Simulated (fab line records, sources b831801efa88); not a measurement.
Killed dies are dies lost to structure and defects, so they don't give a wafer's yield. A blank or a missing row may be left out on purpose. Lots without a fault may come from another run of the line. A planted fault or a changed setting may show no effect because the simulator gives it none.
Which tool did it? | flow gf180mcu | 14 lots, 42 wafers sampled, at 6 steps of a route of 602

WHAT THE GAUGES READ, wafer by wafer
GF_HV_LDD_CD_MEAS_31: target cd 400 nm. Usual: cd_nm 399.3 nm, standard deviation 2.4.
lot  | measured     | on        | cd_nm (nm)        | flag
L219 | day 11 20:02 | cd_sem-01 | 397.8 397.5 396.8 |
L220 | day 12 05:47 | cd_sem-02 | 400.7 400.6 400.9 |
L221 | day 12 08:28 | cd_sem-01 | 395.6 397.4 394.4 |
L222 | day 12 20:47 | cd_sem-02 | 400.9 399.7 401.1 |
L223 | day 13 04:34 | cd_sem-02 | 403.8 402.1 401.6 |
L224 | day 13 08:38 | cd_sem-02 | 396.9 397.1 398.7 |
L225 | day 13 17:31 | cd_sem-01 | 402.3 402.5 398.8 |
L226 | day 14 06:23 | cd_sem-02 | 398.2 399.2 399.4 |
L232 | day 16 09:57 | cd_sem-01 | 399.9 398.7 397.5 |
L234 | day 16 16:23 | cd_sem-02 | 399.6 400.2 398.4 |
L237 | day 17 16:40 | cd_sem-02 | 397.8 399.9 398.2 |
L238 | day 18 02:18 | cd_sem-02 | 400.5 400.6 403.7 |
L239 | day 18 08:46 | cd_sem-02 | 399.9 401.6 401.2 |
L241 | day 18 21:38 | cd_sem-02 | 402.6 403.6 404.4 |

GF_HV_LDD_TW_MEAS_38. Usual: HV_LDD_3_TW 1452, standard deviation 19.
lot  | measured     | on            | HV_LDD_3_TW    | flag
L219 | day 11 20:53 | film_metro-02 | 1432 1412 1422 |
L220 | day 12 06:37 | film_metro-02 | 1430 1426 1427 |
L221 | day 12 09:18 | film_metro-02 | 1433 1434 1436 |
L222 | day 12 21:37 | film_metro-01 | 1462 1458 1458 |
L223 | day 13 05:24 | film_metro-03 | 1473 1473 1478 |
L224 | day 13 09:29 | film_metro-01 | 1454 1457 1454 |
L225 | day 13 18:21 | film_metro-03 | 1480 1480 1484 |
L226 | day 14 07:13 | film_metro-01 | 1450 1448 1445 |
L232 | day 16 10:50 | film_metro-01 | 1320 1326 1323 | OFF
L234 | day 16 17:14 | film_metro-03 | 1347 1334 1339 | OFF
L237 | day 17 17:30 | film_metro-03 | 1465 1461 1472 |
L238 | day 18 03:09 | film_metro-03 | 1474 1474 1470 |
L239 | day 18 09:38 | film_metro-03 | 1463 1463 1455 |
L241 | day 18 22:29 | film_metro-03 | 1459 1473 1471 |

GF_HV_LDD_RS_MEAS_53: measures by four-point-probe. Usual: HV_LDD_RS 417.9 ohm/sq, standard deviation 0.89.
lot  | measured     | on            | HV_LDD_RS (ohm/sq) | flag
L219 | day 12 15:40 | film_metro-03 | 418.6 417.9 416.7  |
L220 | day 13 02:07 | film_metro-02 | 418.3 417.9 416.6  |
L221 | day 13 06:01 | film_metro-03 | 416.7 417.3 417.1  |
L222 | day 13 18:14 | film_metro-03 | 418.0 418.9 417.6  |
L223 | day 14 01:46 | film_metro-03 | 417.5 416.5 418.1  |
L224 | day 14 06:05 | film_metro-02 | 417.8 419.1 418.0  |
L225 | day 14 15:32 | film_metro-03 | 418.0 418.5 418.6  |
L226 | day 15 04:31 | film_metro-02 | 418.6 417.2 417.1  |
L232 | day 17 10:10 | film_metro-02 | 439.9 439.4 439.0  | OFF
L234 | day 17 16:49 | film_metro-02 | 439.9 438.6 437.9  | OFF
L237 | day 18 17:24 | film_metro-01 | 417.1 417.6 417.3  |
L238 | day 19 03:56 | film_metro-01 | 418.5 417.6 416.3  |
L239 | day 19 10:04 | film_metro-03 | 420.3 419.8 420.2  |
L241 | day 19 23:13 | film_metro-02 | 417.6 417.1 417.0  |

GF_SAB_THK_MEAS_01. Usual: SAB_CVD_00_THK 49.6 nm, standard deviation 0.63.
lot  | measured     | on            | SAB_CVD_00_THK (nm) | flag
L219 | day 14 12:23 | film_metro-01 | 49.4 50.2 50.4      |
L220 | day 14 23:54 | film_metro-02 | 49.1 48.8 50.2      |
L221 | day 15 03:17 | film_metro-04 | 50.1 49.7 50.2      |
L222 | day 15 15:43 | film_metro-01 | 50.0 49.8 49.7      |
L223 | day 16 00:34 | film_metro-04 | 48.6 49.4 49.4      |
L224 | day 16 05:44 | film_metro-01 | 48.2 49.2 49.7      |
L225 | day 16 15:59 | film_metro-01 | 49.1 48.7 49.7      |
L226 | day 17 05:01 | film_metro-04 | 49.5 50.2 49.3      |
L237 | day 20 21:20 | film_metro-01 | 49.0 49.8 50.2      |
L238 | day 21 08:24 | film_metro-01 | 49.1 49.7 49.3      |
L239 | day 21 14:23 | film_metro-02 | 48.8 49.3 50.2      |
L241 | day 22 02:16 | film_metro-02 | 50.1 50.8 50.0      |

WHICH TOOL RAN EACH LOT (tool, then ch and the chambers of the sampled wafers, then the start)
lot  | GF_NWELL_STRIP_10                   | GF_HV_LDD_IMPLANT_33
L219 | plasma_asher-03 ch 0,1, day 3 12:49 | implanter-01 ch 0, day 11 20:12
L220 | plasma_asher-02 ch 0,1, day 3 20:00 | implanter-02 ch 0, day 12 05:56
L221 | plasma_asher-04 ch 0,1, day 3 22:20 | implanter-01 ch 0, day 12 08:37
L222 | plasma_asher-04 ch 0,1, day 4 07:28 | implanter-03 ch 0, day 12 20:56
L223 | plasma_asher-03 ch 0, day 4 11:01   | implanter-03 ch 0, day 13 04:43
L224 | plasma_asher-03 ch 0,1, day 4 16:31 | implanter-03 ch 0, day 13 08:48
L225 | plasma_asher-04 ch 0,1, day 4 21:40 | implanter-01 ch 0, day 13 17:40
L226 | plasma_asher-03 ch 0,1, day 5 06:49 | implanter-01 ch 0, day 14 06:32
L232 | plasma_asher-04 ch 0,1, day 6 15:25 | implanter-01, day 16 10:08
L234 | plasma_asher-04 ch 0,1, day 6 23:43 | implanter-01, day 16 16:32
L237 | plasma_asher-03 ch 0,1, day 7 13:46 | implanter-02 ch 0, day 17 16:49
L238 | plasma_asher-02 ch 0,1, day 7 21:40 | implanter-03 ch 0, day 18 02:28
L239 | plasma_asher-03 ch 0,1, day 8 03:55 | implanter-02 ch 0, day 18 08:56
L241 | plasma_asher-02 ch 0,1, day 8 12:46 | implanter-02 ch 0, day 18 21:47
- GF_NWELL_STRIP_10: strips in O2/N2.
- GF_HV_LDD_IMPLANT_33

WHAT THE TOOLS THEMSELVES READ (means of the sampled wafers that have a number; where no wafer has one, the mark that the record gives instead)
GF_NWELL_STRIP_10. Usual: drypump_motor_current_A 5.7 A, standard deviation 0.4; heater_power_w 358 W, standard deviation 41; oes_product_au 0.722 a.u., standard deviation 0.0044; strip_time_to_endpoint_s 36.89 s, standard deviation 0.11.
lot  | tool            | drypump_motor_current_A (A) | heater_power_w (W) | oes_product_au (a.u.) | strip_time_to_endpoint_s (s) | flag
L219 | plasma_asher-03 | 5.9                         | 312                | 0.720                 | 36.83                        |
L220 | plasma_asher-02 | 5.7                         | 322                | 0.717                 | 37.13                        |
L221 | plasma_asher-04 | 5.4                         | 407                | 0.723                 | 37.03                        |
L222 | plasma_asher-04 | 5.5                         | 395                | 0.720                 | 37.02                        |
L223 | plasma_asher-03 | 6.4                         | 330                | 0.722                 | 36.86                        |
L224 | plasma_asher-03 | 5.9                         | 309                | 0.723                 | 36.70                        |
L225 | plasma_asher-04 | 5.3                         | 403                | 0.722                 | 36.95                        |
L226 | plasma_asher-03 | 5.9                         | 316                | 0.718                 | 36.85                        |
L232 | plasma_asher-04 | 5.5                         | 396                | 0.720                 | 36.88                        |
L234 | plasma_asher-04 | 5.4                         | 405                | 0.723                 | 36.80                        |
L237 | plasma_asher-03 | 5.9                         | 322                | 0.724                 | 36.94                        |
L238 | plasma_asher-02 | 5.9                         | 344                | 0.721                 | 36.99                        |
L239 | plasma_asher-03 | 5.9                         | 323                | 0.719                 | 36.92                        |
L241 | plasma_asher-02 | 5.9                         | 341                | 0.725                 | 36.99                        |

GF_HV_LDD_IMPLANT_33. Usual: beam_energy_keV 59.997, standard deviation 0.018; beam_on_s 9.99 s, standard deviation 0.21.
lot  | tool         | beam_energy_keV | beam_on_s (s) | flag
L219 | implanter-01 | 59.996          | 9.88          |
L220 | implanter-02 | 59.996          | 9.98          |
L221 | implanter-01 | 60.007          | 9.87          |
L222 | implanter-03 | 60.016          | 10.08         |
L223 | implanter-03 | 59.983          | 9.82          |
L224 | implanter-03 | 59.998          | 9.97          |
L225 | implanter-01 | 60.010          | 9.97          |
L226 | implanter-01 | 59.996          | 9.75          |
L232 | implanter-01 | -               | -             | OFF
L234 | implanter-01 | -               | -             | OFF
L237 | implanter-02 | 59.983          | 9.91          |
L238 | implanter-03 | 60.005          | 10.10         |
L239 | implanter-02 | 60.008          | 10.02         |
L241 | implanter-02 | 59.974          | 9.93          |

THE ANSWER, worked out from the rows above alone
Rule: a lot is off if the mean of its wafers that have a number lies more than 3 standard deviations from the usual mean. A lot without any number at a reading at which 4 lots or more have one is off too. The other lots that the step has rows for count as sound. The gauges are gone through in route order, then the tools' own readings, and for those a lot's mean is taken as printed above. The first step at which some lot is off is used, and at that step the reading that is off furthest; a lot without a number counts as furthest.
Off: L232, L234, at GF_HV_LDD_TW_MEAS_38 (HV_LDD_3_TW).
A tool fits if, at a process step before that reading, it ran every lot that is off, and no sound lot after the first of them. The gauges at GF_HV_LDD_TW_MEAS_38 aren't tried: what is off there is off at GF_HV_LDD_RS_MEAS_53 too, on other tools, and a gauge's error can't cause that. Can't be told from this: 2 tools fit, plasma_asher-04 at GF_NWELL_STRIP_10, implanter-01 at GF_HV_LDD_IMPLANT_33.

WHAT THE SIMULATOR HAD PUT IN
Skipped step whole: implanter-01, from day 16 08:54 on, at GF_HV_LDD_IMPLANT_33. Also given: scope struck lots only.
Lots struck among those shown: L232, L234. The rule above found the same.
